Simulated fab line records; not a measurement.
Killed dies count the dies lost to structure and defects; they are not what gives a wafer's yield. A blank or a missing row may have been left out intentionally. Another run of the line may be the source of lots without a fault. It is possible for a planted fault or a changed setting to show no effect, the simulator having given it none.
The tool behind it: which one?	flow gf180mcu	24 lots, 72 wafers sampled, at 6 steps of a route of 602

== WHAT EACH GAUGE READ, for each wafer ==
GF_V4_THK_MEAS_03. Usual: V4_CVD_02_THK 851 nm, standard deviation 11.
lot	measured	on	V4_CVD_02_THK (nm)	flag
L074	day 24 04:03	film_metro-02	844 834 856	
L075	day 24 17:23	film_metro-01	849 865 868	
L076	day 24 21:44	film_metro-01	843 851 859	
L077	day 24 21:54	film_metro-01	825 842 850	
L078	day 25 00:32	film_metro-01	847 852 856	
L080	day 25 14:28	film_metro-03	837 828 850	
L079	day 25 17:41	film_metro-03	845 843 844	
L082	day 26 07:01	film_metro-03	850 841 851	
L083	day 26 14:05	film_metro-01	846 855 857	
L081	day 26 14:26	film_metro-03	855 837 856	
L084	day 26 20:35	film_metro-03	867 851 866	
L085	day 27 01:38	film_metro-03	838 853 861	
L086	day 27 17:59	film_metro-03	840 845 866	
L087	day 27 19:36	film_metro-01	826 841 849	
L088	day 27 20:08	film_metro-03	847 849 850	
L089	day 28 09:15	film_metro-03	841 841 860	
L090	day 28 18:41	film_metro-01	851 847 859	
L091	day 28 23:50	film_metro-02	849 859 861	
L092	day 29 04:50	film_metro-03	849 843 851	
L093	day 29 07:51	film_metro-03	854 857 860	
L094	day 29 17:34	film_metro-03	850 867 847	
L095	day 29 20:01	film_metro-02	826 835 846	
L096	day 30 04:25	film_metro-01	826 830 846	
L097	day 30 07:37	film_metro-01	875 876 869	

GF_V5_THK_MEAS_01. Usual: V5_CVD_00_THK 300.3 nm, standard deviation 2.8.
lot	measured	on	V5_CVD_00_THK (nm)	flag
L074	day 26 23:05	film_metro-03	297.3 299.0 295.8	
L075	day 27 11:37	film_metro-04	301.2 298.1 299.9	
L076	day 27 15:50	film_metro-03	291.7 294.1 293.7	
L077	day 27 16:10	film_metro-03	303.5 299.7 300.7	
L078	day 27 19:06	film_metro-04	300.9 301.4 304.9	
L080	day 28 06:21	film_metro-04	300.4 301.0 296.4	
L079	day 28 10:05	film_metro-04	302.8 300.3 297.1	
L082	day 28 21:56	film_metro-04	297.7 298.3 302.4	
L083	day 29 04:13	film_metro-01	302.7 297.6 299.9	
L081	day 29 05:02	film_metro-04	302.9 300.6 305.2	
L084	day 29 12:17	film_metro-01	302.9 302.6 304.4	
L085	day 29 16:39	film_metro-03	297.1 295.3 297.6	
L086	day 30 08:31	film_metro-01	304.7 304.7 303.5	
L087	day 30 10:28	film_metro-03	302.8 301.3 306.1	
L088	day 30 10:45	film_metro-04	300.8 302.5 297.8	
L089	day 30 22:14	film_metro-01	303.2 301.9 302.2	
L090	day 31 06:04	film_metro-01	298.9 300.5 303.0	
L091	day 31 11:04	film_metro-04	299.4 298.8 298.9	
L092	day 31 15:50	film_metro-01	299.3 297.8 294.6	
L093	day 31 19:53	film_metro-04	298.6 301.8 300.4	
L094	day 32 02:58	film_metro-04	296.9 304.4 302.0	
L095	day 32 05:40	film_metro-04	305.1 300.5 305.0	
L096	day 32 12:41	film_metro-03	303.9 301.8 299.1	
L097	day 32 15:50	film_metro-04	300.2 303.3 298.2	

GF_TOP_METAL_RS_MEAS_05: uses a four-point probe to measure. Usual: TOP_METAL_ALCU_RS 0.0327 ohm/sq, standard deviation 0.00042.
lot	measured	on	TOP_METAL_ALCU_RS (ohm/sq)	flag
L074	day 27 22:23	film_metro-04	0.0325 0.0324 0.0325	
L075	day 28 09:43	film_metro-04	0.0327 0.0328 0.0330	
L076	day 28 13:51	film_metro-02	0.0331 0.0333 0.0332	
L077	day 28 14:29	film_metro-04	0.0336 0.0334 0.0333	
L078	day 28 17:29	film_metro-04	0.0318 0.0328 0.0328	
L080	day 29 04:32	film_metro-03	0.0320 0.0324 0.0324	
L079	day 29 08:01	film_metro-04	0.0328 0.0325 0.0328	
L082	day 29 18:40	film_metro-03	0.0332 0.0329 0.0333	
L083	day 30 01:59	film_metro-02	0.0330 0.0328 0.0330	
L081	day 30 02:43	film_metro-04	0.0324 0.0324 0.0325	
L084	day 30 09:58	film_metro-02	0.0322 0.0324 0.0324	
L085	day 30 14:28	film_metro-02	0.0332 0.0332 0.0326	
L086	day 31 04:41	film_metro-02	0.0333 0.0331 0.0331	
L087	day 31 07:10	film_metro-03	0.0330 0.0325 0.0326	
L088	day 31 07:29	film_metro-02	0.0327 0.0328 0.0328	
L089	day 31 18:19	film_metro-02	0.0325 0.0326 0.0325	
L090	day 32 02:08	film_metro-02	0.0323 0.0323 0.0322	
L091	day 32 06:13	film_metro-02	0.0325 0.0325 0.0333	
L092	day 32 10:57	film_metro-04	0.0321 0.0326 0.0322	
L093	day 32 14:40	film_metro-04	0.0323 0.0324 0.0324	
L094	day 32 21:52	film_metro-04	0.0323 0.0333 0.0330	
L095	day 32 23:49	film_metro-03	0.0323 0.0323 0.0330	
L096	day 33 06:33	film_metro-04	0.0328 0.0327 0.0329	
L097	day 33 10:03	film_metro-04	0.0332 0.0323 0.0323	

GF_TOP_METAL_OVL_MEAS_15. Usual: TOP_METAL_OVL -0.2 nm, standard deviation 1.2.
lot	measured	on	TOP_METAL_OVL (nm)	flag
L074	day 28 17:24	overlay-02	-1.4 -0.2 -0.3	
L075	day 29 05:19	overlay-02	0.6 0.8 -1.1	
L076	day 29 09:19	overlay-02	-0.4 -0.6 0.2	
L077	day 29 10:12	overlay-02	-1.3 -1.1 -2.0	
L078	day 29 13:00	overlay-02	0.2 0.9 0.7	
L080	day 29 23:57	overlay-01	-0.2 -0.9 -0.8	
L079	day 30 03:01	overlay-02	-3.7 -0.7 -1.5	
L082	day 30 13:48	overlay-02	-0.6 1.3 -0.7	
L083	day 30 19:49	overlay-01	-1.4 -0.7 -1.3	
L081	day 30 21:18	overlay-01	-0.9 -0.5 -0.3	
L084	day 31 04:09	overlay-01	0.8 -0.9 0.8	
L085	day 31 08:37	overlay-02	-0.6 -2.1 -0.2	
L086	day 31 22:04	overlay-02	-0.8 -1.2 -0.1	
L087	day 32 00:37	overlay-01	-2.1 -2.3 -0.8	
L088	day 32 01:09	overlay-02	1.7 0.6 0.1	
L089	day 32 10:55	overlay-02	0.0 -1.2 -0.7	
L090	day 32 19:01	overlay-02	0.5 0.1 1.2	
L091	day 32 22:25	overlay-02	-0.3 0.5 1.0	
L092	day 33 03:19	overlay-02	1.5 1.2 2.4	
L093	day 33 06:54	overlay-01	1.3 1.0 1.4	
L094	day 33 14:16	overlay-01	-0.3 -0.6 1.4	
L095	day 33 15:19	overlay-02	0.1 0.1 0.0	
L096	day 33 22:10	overlay-01	0.5 -0.3 3.4	
L097	day 34 01:28	overlay-01	0.6 -0.1 -1.3	

== WHAT TOOL EACH LOT RAN ON (gives the tool, then ch and the chambers of the sampled wafers, and finally the start) ==
lot	GF_V4_ETCH_16	GF_MIM_SPUTTER_07
L074	rie_diel-01 ch 2,3, day 25 02:23	pvd_sputter-03, day 25 04:04
L075	rie_diel-02 ch 1,2,3, day 25 15:11	pvd_sputter-03, day 25 16:55
L076	rie_diel-02 ch 1,2, day 25 19:59	pvd_sputter-01, day 25 22:00
L077	rie_diel-04 ch 0,1, day 25 20:20	pvd_sputter-03, day 25 22:02
L078	rie_diel-02 ch 0,1,2, day 25 22:32	pvd_sputter-01, day 26 00:13
L080	rie_diel-04 ch 0,1,2, day 26 12:02	pvd_sputter-03, day 26 13:43
L079	rie_diel-01 ch 0,1, day 26 15:26	pvd_sputter-01, day 26 17:07
L082	rie_diel-02 ch 0,1,2, day 27 03:41	pvd_sputter-03, day 27 05:41
L083	rie_diel-04 ch 1,2,3, day 27 10:53	pvd_sputter-01, day 27 12:34
L081	rie_diel-01 ch 0,3, day 27 11:14	pvd_sputter-01, day 27 12:55
L084	rie_diel-04 ch 1,2,3, day 27 17:59	pvd_sputter-03, day 27 19:40
L085	rie_diel-02 ch 0,1,3, day 27 22:20	pvd_sputter-01, day 28 00:01
L086	rie_diel-01 ch 0,2,3, day 28 14:41	pvd_sputter-01, day 28 16:23
L087	rie_diel-04 ch 0,3, day 28 16:17	pvd_sputter-02, day 28 17:58
L088	rie_diel-01 ch 0,3, day 28 16:53	pvd_sputter-02, day 28 18:35
L089	rie_diel-02 ch 0,1, day 29 05:05	pvd_sputter-01, day 29 07:10
L090	rie_diel-01 ch 0,1, day 29 14:38	pvd_sputter-01, day 29 16:20
L091	rie_diel-01 ch 1,2, day 29 20:11	pvd_sputter-01, day 29 21:56
L092	rie_diel-02 ch 0,1, day 30 00:28	pvd_sputter-01, day 30 02:19
L093	rie_diel-01 ch 0,1,2, day 30 04:53	pvd_sputter-01, day 30 06:34
L094	rie_diel-04 ch 0,1,2, day 30 13:32	pvd_sputter-01, day 30 15:14
L095	rie_diel-04 ch 0,1,2, day 30 15:41	pvd_sputter-01, day 30 17:23
L096	rie_diel-04 ch 1,2, day 30 23:11	pvd_sputter-03, day 31 00:52
L097	rie_diel-04 ch 1,2, day 31 02:05	pvd_sputter-01, day 31 03:47
- GF_V4_ETCH_16: etches BARC in N2/H2.
- GF_MIM_SPUTTER_07: material TiN, target thk 60 nm, time 50 s.

== AS READ BY THE TOOLS THEMSELVES (means over the sampled wafers that have a number; for cases with no such wafer, the mark the record gives instead) ==
GF_V4_ETCH_16. Usual: bias_w 100.0 W, standard deviation 0.32; drypump_motor_current_A 5.5 A, standard deviation 0.38; n2_flow_sccm 100.0 sccm, standard deviation 0.32; oes_product_au 0.855 a.u., standard deviation 0.0046; throttle_valve_pct 13.225 %, standard deviation 0.0091.
lot	tool	bias_w (W)	drypump_motor_current_A (A)	n2_flow_sccm (sccm)	oes_product_au (a.u.)	throttle_valve_pct (%)	flag
L074	rie_diel-01	99.9	5.9	99.6	0.858	13.231	
L075	rie_diel-02	100.0	5.3	99.9	0.858	13.234	
L076	rie_diel-02	100.0	5.5	100.2	0.861	13.230	
L077	rie_diel-04	99.6	5.6	99.8	0.855	13.233	
L078	rie_diel-02	100.2	5.5	99.7	0.857	13.220	
L080	rie_diel-04	100.3	5.4	100.0	0.851	13.221	
L079	rie_diel-01	100.3	5.2	100.1	0.856	13.229	
L082	rie_diel-02	100.3	5.4	100.2	0.848	13.230	
L083	rie_diel-04	100.3	5.4	99.9	0.854	13.237	
L081	rie_diel-01	100.1	6.0	100.0	0.856	13.230	
L084	rie_diel-04	100.0	5.4	99.9	0.858	13.226	
L085	rie_diel-02	99.9	5.6	100.1	0.858	13.216	
L086	rie_diel-01	99.9	5.8	99.8	0.855	13.223	
L087	rie_diel-04	99.7	5.7	100.3	0.856	13.227	
L088	rie_diel-01	100.0	5.9	100.1	0.853	13.227	
L089	rie_diel-02	99.8	5.8	99.9	0.852	13.223	
L090	rie_diel-01	99.9	5.2	99.8	0.856	13.222	
L091	rie_diel-01	100.0	5.1	100.1	0.856	13.218	
L092	rie_diel-02	100.1	5.7	100.0	0.857	13.228	
L093	rie_diel-01	99.9	5.4	100.1	0.854	13.226	
L094	rie_diel-04	100.2	5.3	99.8	0.854	13.223	
L095	rie_diel-04	100.3	5.4	100.0	0.854	13.226	
L096	rie_diel-04	100.4	5.2	99.9	0.851	13.220	
L097	rie_diel-04	99.6	5.2	100.3	0.860	13.223	

GF_MIM_SPUTTER_07. Usual: throttle_valve_pct at 29.4 %, with a standard deviation of 1.3.
lot	tool	throttle_valve_pct (%)	flag
L074	pvd_sputter-03	30.4	
L075	pvd_sputter-03	29.0	
L076	pvd_sputter-01	29.0	
L077	pvd_sputter-03	29.1	
L078	pvd_sputter-01	29.2	
L080	pvd_sputter-03	30.0	
L079	pvd_sputter-01	27.6	
L082	pvd_sputter-03	29.9	
L083	pvd_sputter-01	30.5	
L081	pvd_sputter-01	28.6	
L084	pvd_sputter-03	29.9	
L085	pvd_sputter-01	29.9	
L086	pvd_sputter-01	29.0	
L087	pvd_sputter-02	29.2	
L088	pvd_sputter-02	30.4	
L089	pvd_sputter-01	28.8	
L090	pvd_sputter-01	29.1	
L091	pvd_sputter-01	29.0	
L092	pvd_sputter-01	30.0	
L093	pvd_sputter-01	29.7	
L094	pvd_sputter-01	29.4	
L095	pvd_sputter-01	29.9	
L096	pvd_sputter-03	28.8	
L097	pvd_sputter-01	30.0	

== THE ANSWER, worked out from the rows above alone ==
Rule: lot off if the mean of its wafers having a number is beyond 3 standard deviations from the usual mean. Also off: a lot with no number at a reading for which 4 or more lots have one. The other lots that the step has rows for count as sound. Order of review: gauges by route order, followed by the tools' own readings, for which a lot's mean as printed above is used. The first step at which some lot is off is used, and at that step the reading that is off furthest; a lot without a number counts as furthest.
No lot is off at any reading shown: from this, nothing can be told.

== WHAT HAD BEEN PUT IN BY THE SIMULATOR ==
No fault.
